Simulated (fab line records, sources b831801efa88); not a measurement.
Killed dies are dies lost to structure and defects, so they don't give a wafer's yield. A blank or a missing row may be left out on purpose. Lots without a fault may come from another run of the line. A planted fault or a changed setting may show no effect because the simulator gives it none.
fab line records | flow sky130
record lots=5 wafers=15 last_day=51
route steps=708 shown SONOS_ONO@173 PAD_OPEN@708
lots that met no fault: from a run of the same line without faults
start_h: hours from the record's first day to the start of the lot's first wafer shown | wait_h: hours since the lot's step before | " the same as in the row above | L1.1+2: a row that stands for several wafers | - no value, or no start given | * or withheld: withheld | < > ~ a bound
route shown NAME@n: a module of which the file shows steps, and the number in the route of the first | usual: mean/standard deviation of fault-free wafers | same: alike in all rows | chamber/n: place in a boat | sites: the reading at each site | _std_site: their standard deviation | _edge_site: outer sites' mean less inner sites' | radius_mm: how far each site lies from the wafer's centre | mask NAME#n: copy n | behind: the tool/chamber that last shaped the wafer | hold: why the lot was held/for how many hours/how that ended | device: the transistor (n, p or np) that didn't switch | end of line: the same wafers' tests at the end of the route | a step without rows: its recipe alone | killed: dies lost to structure and defects at the first sort, not the wafer's yield | map: a wafer's dies, x killed, . not, _ none there
set.NAME: the setting as run; set.NAME@STEP: as run at that earlier step | model.NAME: the simulator's own value behind a step, which no gauge read
lots at some steps of the route; a table a step, a row a wafer
services: from which hour (start_h, from the record's first day; less than 0 if before it) a tool's chamber was out of use, for how many hours, and why
## steps
# step SKY_SONOS_ONO_THK_MEAS_05
# recipe reads=SiO2_of_SONOS_ONO_CVD_04
# usual SONOS_ONO_CVD_04_THK=5.68/0.11
# columns lot.wafer tool chamber start_h wait_h SONOS_ONO_CVD_04_THK[nm]
L522.3 film_metro-03 - 253.01 0.0 5.69
L522.5 " - " " 5.74
L522.6 " - " " 5.74
L531.1 film_metro-03 - 332.31 0.0 5.75
L531.5 " - " " 5.83
L531.6 " - " " 5.68
L537.2 film_metro-01 - 401.04 0.0 5.91
L537.5 " - " " 5.78
L537.6 " - " " 5.86
L538.1 film_metro-01 - 404.64 0.0 5.75
L538.3 " - " " 5.69
L538.6 " - " " 5.56
L545.1 film_metro-01 - 453.88 0.0 5.54
L545.3 " - " " 5.53
L545.6 " - " " 5.50
# step SKY_SONOS_ONO_DEHYDRATE_06
# recipe temp_c=200 time_s=60
# step SKY_SONOS_ONO_HMDS_07
# recipe prime_time_s=60 prime_temp_c=120
# step SKY_SONOS_ONO_COAT_08
# recipe resist=NOVOLAK spin_rpm=3000 resist_thk_nm=1140
# step SKY_SONOS_ONO_SOFTBAKE_09
# recipe temp_c=90 time_s=60 resist=NOVOLAK
# step SKY_SONOS_ONO_EXPOSE_10
# recipe mask_id=ONOM target_cd_nm=410 na=0.6 source_shape=conventional sigma_outer=0.6 dose_mj=150
# step SKY_SONOS_ONO_PEB_11
# recipe temp_c=withheld time_s=* resist=NOVOLAK
# step SKY_SONOS_ONO_DEVELOP_12
# recipe develop_time_s=60 dev_temp_c=23
# step SKY_SONOS_ONO_CD_MEAS_13
# recipe target_cd_nm=410
# usual cd_nm=410.4/2.4
# columns lot.wafer tool chamber start_h wait_h cd_nm
L522.3 cd_sem-02 - 277.42 0.1 411.9
L522.5 " - " " 408.9
L522.6 " - " " 409.4
L531.1 cd_sem-01 - 358.48 0.1 408.7
L531.5 " - " " 409.4
L531.6 " - " " 410.8
L537.2 cd_sem-01 - 430.42 0.1 413.7
L537.5 " - " " 413.2
L537.6 " - " " 410.3
L538.1 cd_sem-02 - 434.20 0.2 409.3
L538.3 " - " " 408.5
L538.6 " - " " 408.5
L545.1 cd_sem-02 - 483.55 0.1 408.3
L545.3 " - " " 405.1
L545.6 " - " " 409.1
# step SKY_SONOS_ONO_OVL_MEAS_14
# usual SONOS_ONO_OVL=0.1/1.4
# columns lot.wafer tool chamber start_h wait_h SONOS_ONO_OVL[nm]
L522.3 overlay-02 - 277.51 0.1 0.7
L522.5 " - " " -0.2
L522.6 " - " " -1.5
L531.1 overlay-02 - 358.60 0.1 0.4
L531.5 " - " " 0.0
L531.6 " - " " -0.5
L537.2 overlay-01 - 430.53 0.1 -0.2
L537.5 " - " " 1.4
L537.6 " - " " 0.7
L538.1 overlay-01 - 434.32 0.1 0.3
L538.3 " - " " 0.8
L538.6 " - " " 0.7
L545.1 overlay-02 - 483.67 0.1 1.9
L545.3 " - " " 2.6
L545.6 " - " " 1.1
# step SKY_SONOS_ONO_ETCH_15
# recipe target_depth_nm=19.52 chemistry=CHF3/O2 source_w=600 bias_w=200 pressure_mtorr=40 chf3_flow_sccm=50 O2_flow_sccm=5 time_s=7.8
# usual drypump_motor_current_A=5.6/0.52 oes_product_au=0.997/0.01 throttle_valve_pct=8.824/0.0093
# columns lot.wafer tool chamber start_h wait_h drypump_motor_current_A oes_product_au rf_hours_counter_h throttle_valve_pct
L522.3 rie_diel-04 3 277.53 0.0 6.6 1.004 1 8.838
L522.5 " 2 " " 5.6 0.986 - 8.821
L522.6 " 3 " " 6.6 0.993 - 8.815
L531.1 rie_diel-04 1 358.64 0.0 5.2 0.984 1 8.813
L531.5 " 2 " " 5.6 0.995 - 8.831
L531.6 " 1 " " 5.2 0.973 - 8.826
L537.2 rie_diel-04 1 430.56 0.0 5.2 0.995 2 8.822
L537.5 " 3 " " 6.6 1.007 - 8.831
L537.6 " 0 " " 5.3 0.999 - 8.821
L538.1 rie_diel-04 1 434.36 0.0 5.2 0.987 2 8.822
L538.3 " 0 " " 5.3 0.988 60 8.823
L538.6 " 0 " " 5.3 0.989 - 8.834
L545.1 rie_diel-01 2 483.71 0.0 6.0 0.998 23 8.821
L545.3 " 0 " " 5.5 0.989 3 8.819
L545.6 " 1 " " 5.0 1.008 - 8.816
# step SKY_SONOS_ONO_WET_ETCH_16
# recipe chemistry=dHF target_depth_nm=14 dry=n2_spin target=SiO2 dilution=100:1 temp_c=25 time_s=280
# step SKY_SONOS_ONO_STRIP_17
# recipe chemistry=O2/N2 power_w=1400 pressure_mtorr=1500 platen_temp_c=withheld o2_flow_sccm=3000 n2_flow_sccm=300 overash_fraction=0.5
# usual drypump_motor_current_A=5.2/0.33 oes_product_au=0.710/0.0047 strip_time_to_endpoint_s=14.09/0.045
# columns lot.wafer tool chamber start_h wait_h drypump_motor_current_A oes_product_au rf_hours_counter_h strip_time_to_endpoint_s model.NOVOLAK_of_SONOS_ONO_COAT_08.thk_nm
L522.3 plasma_asher-01 1 277.67 0.0 4.8 0.704 - 14.09 0
L522.5 " 1 " " 4.8 0.704 - 14.06 0
L522.6 " 0 " " 5.7 0.711 - 14.08 0
L531.1 plasma_asher-02 1 358.76 0.0 5.6 0.715 24 14.03 0
L531.5 " 0 " " 5.1 0.703 - 14.04 0
L531.6 " 1 " " 5.6 0.710 - 14.12 0
L537.2 plasma_asher-01 0 430.67 0.0 5.7 0.855 60 - 755.4
L537.5 " 1 " " 4.8 0.865 - - 757.4
L537.6 " 0 " " 5.7 0.844 - - 754.2
L538.1 plasma_asher-02 0 434.48 0.0 5.1 0.717 32 14.16 0
L538.3 " 0 " " 5.1 0.707 - 14.12 0
L538.6 " 0 " " 5.1 0.707 - 14.20 0
L545.1 plasma_asher-04 0 483.82 0.0 5.2 0.710 6 14.08 0
L545.3 " 1 " " 4.9 0.712 - 14.06 0
L545.6 " 1 " " 4.9 0.715 - 14.10 0
# step SKY_SONOS_ONO_WET_ETCH_18
# recipe chemistry=H3PO4 target_depth_nm=15 target=Si3N4 temp_c=160 time_s=172
# step SKY_PAD_OPEN_PROBE_99
# usual killed_at_M0_to_M3=44/7.4 killed_at_M4_up=3.1/1.8 killed_at_contacts=25/6 killed_at_front_end=15/4.4 killed_at_other=0.3/0.49 killed_dies=88/10 killed_on_rim=17/3.6 killed_open=48/7.4 killed_short=39/6.3
# same gross_dies=492 killed_at_back_side=0
# columns lot.wafer tool chamber start_h wait_h killed_at_M0_to_M3 killed_at_M4_up killed_at_contacts killed_at_front_end killed_at_other killed_dies killed_on_rim killed_open killed_short
L522.3 prober-02 - 1078.62 0.2 47 4 24 16 0 91 20 51 40
L522.5 prober-02 - 1078.72 0.2 46 1 17 20 1 85 14 46 39
L522.6 prober-02 - 1078.77 0.2 34 2 19 9 0 64 17 30 34
L537.2 prober-01 - 1184.70 0.1 31 6 22 433 0 492 96 44 34
L537.5 prober-01 - 1184.85 0.2 35 1 26 430 0 492 96 47 35
L537.6 prober-01 - 1184.90 0.2 50 2 17 423 0 492 96 47 37
L538.1 prober-02 - 1188.88 0.1 44 1 27 14 0 86 17 58 28
L538.3 prober-02 - 1188.98 0.2 39 0 23 11 0 73 9 47 26
L538.6 prober-02 - 1189.13 0.2 40 3 30 19 0 92 18 51 41
L545.1 prober-01 - 1214.05 0.1 52 1 26 16 0 95 16 50 45
L545.3 prober-01 - 1214.15 0.2 30 6 29 17 0 82 17 48 34
L545.6 prober-01 - 1214.30 0.2 38 5 34 20 1 98 21 59 39
# killed by level:class
L522.3 VIA3:geometric_particle:open=11 VIA1:geometric_particle:open=11 CONTACT:geometric_particle:open=7 LI_CONTACT:geometric_particle:open=6 LI_CONTACT:geometric_particle:short=5 VIA2:geometric_particle:open=5 FIELD_ISO:geometric_particle:short=4 METAL1:geometric_particle:short=4
L522.5 METAL1:geometric_particle:short=10 VIA1:geometric_particle:open=10 FIELD_ISO:geometric_particle:short=8 CONTACT:geometric_particle:open=8 VIA2:geometric_particle:open=7 POLY_GATE:geometric_particle:open=5 VIA2:geometric_particle:short=4 METAL2:geometric_particle:short=4
L522.6 LI_CONTACT:geometric_particle:open=8 VIA3:geometric_particle:open=6 METAL1:geometric_particle:short=5 CONTACT:geometric_particle:open=5 VIA2:geometric_particle:short=5 METAL3:geometric_particle:short=4 FIELD_ISO:geometric_particle:short=3 CONTACT:geometric_particle:short=3
L537.2 GATE_OXIDE:area_oxidation=414 FIELD_ISO:geometric_particle:short=7 LI_CONTACT:geometric_particle:open=7 CONTACT:geometric_particle:open=7 FIELD_ISO:geometric_particle:open=6 VIA3:geometric_particle:open=6 LI_CONTACT:geometric_particle:short=5 VIA1:geometric_particle:open=5
L537.5 GATE_OXIDE:area_oxidation=410 CONTACT:geometric_particle:open=9 VIA2:geometric_particle:open=8 FIELD_ISO:geometric_particle:short=7 LI_CONTACT:geometric_particle:open=7 LI_CONTACT:geometric_particle:short=6 POLY_GATE:geometric_particle:open=6 VIA1:geometric_particle:open=6
L537.6 GATE_OXIDE:area_oxidation=408 VIA1:geometric_particle:open=11 VIA2:geometric_particle:open=11 CONTACT:geometric_particle:open=9 VIA1:geometric_particle:short=8 METAL1:geometric_particle:short=6 FIELD_ISO:geometric_particle:short=5 LI_CONTACT:geometric_particle:open=4
L538.1 VIA3:geometric_particle:open=12 CONTACT:geometric_particle:open=11 VIA1:geometric_particle:open=9 LI_CONTACT:geometric_particle:open=7 FIELD_ISO:geometric_particle:open=5 VIA1:geometric_particle:short=5 LOCAL_INTERCONNECT:geometric_particle:short=4 METAL2:geometric_particle:short=3
L538.3 CONTACT:geometric_particle:open=13 VIA1:geometric_particle:open=13 VIA2:geometric_particle:open=8 LOCAL_INTERCONNECT:geometric_particle:short=4 METAL1:geometric_particle:short=4 POLY_GATE:geometric_particle:open=3 LI_CONTACT:geometric_particle:open=3 VIA1:geometric_particle:short=3
L538.6 CONTACT:geometric_particle:open=12 VIA1:geometric_particle:open=10 METAL2:geometric_particle:short=9 LI_CONTACT:geometric_particle:open=8 VIA2:geometric_particle:open=7 FIELD_ISO:geometric_particle:short=5 LOCAL_INTERCONNECT:geometric_particle:short=5 LI_CONTACT:geometric_particle:short=4
L545.1 VIA2:geometric_particle:open=9 LI_CONTACT:geometric_particle:open=8 CONTACT:geometric_particle:open=8 VIA3:geometric_particle:open=8 VIA1:geometric_particle:open=7 VIA3:geometric_particle:short=7 POLY_GATE:geometric_particle:open=5 POLY_GATE:geometric_particle:short=4
L545.3 CONTACT:geometric_particle:open=10 VIA2:geometric_particle:open=9 LI_CONTACT:geometric_particle:open=7 CONTACT:geometric_particle:short=7 FIELD_ISO:geometric_particle:open=4 VIA1:geometric_particle:open=4 POLY_GATE:geometric_particle:open=4 METAL4:geometric_particle:short=4
L545.6 CONTACT:geometric_particle:open=14 VIA1:geometric_particle:open=9 CONTACT:geometric_particle:short=8 VIA3:geometric_particle:open=8 FIELD_ISO:geometric_particle:open=7 VIA2:geometric_particle:open=7 LI_CONTACT:geometric_particle:open=6 METAL4:geometric_particle:short=5
# map L537.2 (x killed, . not)
__________xxxxxxxxxx_________
________xxxxxxxxxxxxxx_______
______xxxxxxxxxxxxxxxxxx_____
_____xxxxxxxxxxxxxxxxxxxx____
____xxxxxxxxxxxxxxxxxxxxxx___
___xxxxxxxxxxxxxxxxxxxxxxxx__
__xxxxxxxxxxxxxxxxxxxxxxxxxx_
_xxxxxxxxxxxxxxxxxxxxxxxxxxxx
_xxxxxxxxxxxxxxxxxxxxxxxxxxxx
_xxxxxxxxxxxxxxxxxxxxxxxxxxxx
_xxxxxxxxxxxxxxxxxxxxxxxxxxxx
_xxxxxxxxxxxxxxxxxxxxxxxxxxxx
_xxxxxxxxxxxxxxxxxxxxxxxxxxxx
_xxxxxxxxxxxxxxxxxxxxxxxxxxxx
_xxxxxxxxxxxxxxxxxxxxxxxxxxxx
__xxxxxxxxxxxxxxxxxxxxxxxxxx_
___xxxxxxxxxxxxxxxxxxxxxxxx__
____xxxxxxxxxxxxxxxxxxxxxx___
_____xxxxxxxxxxxxxxxxxxxx____
______xxxxxxxxxxxxxxxxxx_____
________xxxxxxxxxxxxxx_______
__________xxxxxxxxxx_________
# map L522.3 (x killed, . not)
__________..x...x..x_________
________.x..x........._______
______..xx...........x.._____
_____...x..x.x...x.......____
____.x...x...x...xx.......___
___...........x............__
__...x......x........x.x..x._
_.......x.............x......
_.x....x......x......x.......
_...x...xx..x.........x.x.xx.
_xx...x.x.....x..x.xx.x.....x
_....x...xx....x.........x...
_.........x......x.x.........
_.....x.........x.....x..x..x
_.x..........xx.xx........x..
__...x...x.........x.....x.._
___.......x.x..x.......xx..__
____x.x...x..xx.x.........___
_____..x.x.......x.......____
______................xx_____
________.xx..........x_______
__________......xx.._________
## services
# columns tool chamber start_h hours kind
plasma_asher-04 - 255.43 2.8 repair
rie_diel-01 - 259.55 0.5 repair
rie_diel-01 3 279.13 2.1 repair
rie_diel-04 1 296.69 - clean
rie_diel-04 1 296.69 14.7 scheduled_down
rie_diel-04 1 296.69 14.7 vent_cycle
rie_diel-04 - 299.96 14.6 pm
rie_diel-01 3 307.56 - clean
rie_diel-01 3 307.56 23.5 scheduled_down
plasma_asher-04 - 311.42 5.7 repair
plasma_asher-02 - 318.74 1.2 repair
plasma_asher-01 - 340.67 2.8 pm
rie_diel-01 0 346.21 2.2 repair
rie_diel-01 0 353.77 14.3 repair
plasma_asher-01 - 370.09 15.9 pm
rie_diel-01 2 375.26 22.4 repair
plasma_asher-02 - 395.60 0.8 repair
plasma_asher-01 - 397.68 13.3 repair
rie_diel-01 0 403.68 4.7 repair
plasma_asher-01 - 415.23 0.5 repair
plasma_asher-04 - 421.25 9.0 pm
rie_diel-04 0 421.31 2.7 repair
rie_diel-01 - 456.38 4.2 repair
plasma_asher-04 - 476.36 1.3 repair
## key
first_sign step=SKY_SONOS_ONO_STRIP_17 reading=oes_product_au direction=up sigmas=31 usual=0.710 struck=0.855
effect step=SKY_PAD_OPEN_PROBE_99 reading=killed_at_front_end direction=up sigmas=94 usual=15 struck=429
model_effect step=SKY_SONOS_ONO_STRIP_17 value=NOVOLAK_of_SONOS_ONO_COAT_08.thk_nm without=0 struck=755.7
more_kills_born_at SKY_GATE_OXIDE_OXIDATION_01@furnace-02=1232
met_at SKY_SONOS_ONO_STRIP_17
struck_wafers L537.2,L537.5,L537.6
later_rows_left_out L537.2,L537.5,L537.6
tester_left_out L537
onset_between 277.67 430.67
fault kind=strip_aborted tool=plasma_asher-01 chamber=- onset_h=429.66 steps=SKY_SONOS_ONO_STRIP_17 offset=0.89366 end_h=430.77
# tester_left_out: of these lots the tester's yield and bins aren't shown, on N5 and GAA mostly nor the transistor test; their killed dies are dies lost to structure and defects alone, not to doping, threshold or leakage, so they don't give the yield
# later_rows_left_out: the simulator's readings of these wafers behind a module that went badly wrong aren't trusted and aren't shown, but for the sort
